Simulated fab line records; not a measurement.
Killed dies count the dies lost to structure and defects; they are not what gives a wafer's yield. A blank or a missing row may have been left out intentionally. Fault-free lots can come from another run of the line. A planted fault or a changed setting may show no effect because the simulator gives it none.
Matching of chambers || flow sky130 || SKY_PASSIVATION_ETCH_11 on rie diel-02 has 4 sister chambers
The step etches the open film in CF4/O2, stops on AlCu, target depth 725 nm, time 161.1 s. 4 wafers are shown with their chamber, then 7 later ones without.

## WAFERS PAIRED WITH THEIR CHAMBERS
{"wafer": "L084.1", "chamber": 1, "drypump motor current A (A)": 5.0}
{"wafer": "L087.6", "chamber": 2, "drypump motor current A (A)": 6.0}
{"wafer": "L089.3", "chamber": 3, "drypump motor current A (A)": 5.0}
{"wafer": "L089.5", "chamber": 0, "drypump motor current A (A)": 5.4}

## WAFERS MISSING THEIR CHAMBER
{"wafer": "L089.6", "drypump motor current A (A)": 5.0}
{"wafer": "L091.1", "drypump motor current A (A)": 5.0}
{"wafer": "L091.2", "drypump motor current A (A)": 5.3}
{"wafer": "L091.6", "drypump motor current A (A)": 5.0}
{"wafer": "L097.1", "drypump motor current A (A)": 6.0}
{"wafer": "L097.5", "drypump motor current A (A)": 5.0}
{"wafer": "L097.6", "drypump motor current A (A)": 5.9}

## EACH ONE'S CHAMBER
{"wafer": "L089.6", "from the rows above": "can't be placed: 1 or 3", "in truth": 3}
{"wafer": "L091.1", "from the rows above": "can't be placed: 1 or 3", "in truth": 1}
{"wafer": "L091.2", "from the rows above": 0, "in truth": 0}
{"wafer": "L091.6", "from the rows above": "can't be placed: 1 or 3", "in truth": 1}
{"wafer": "L097.1", "from the rows above": 2, "in truth": 2}
{"wafer": "L097.5", "from the rows above": "can't be placed: 1 or 3", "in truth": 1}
{"wafer": "L097.6", "from the rows above": 2, "in truth": 2}
Correct placement for 3 of the 7. Not placeable from these rows: 4 (in 4, the candidates include the true chamber). Wrongly placed: 0.
How it was worked out, from the rows above alone: a wafer's distance from a chamber is the root of the sum, over the readings, of the square of ((its reading less the chamber's mean) divided by the reading's scatter). The wafer belongs to the nearest chamber; if the next one is less than 2 further off, it can't be placed. The mean given for a chamber averages the wafers shown for that chamber. The scatter: root of mean squared gap, hidden wafer to nearest shown wafer, with one shown wafer a chamber.
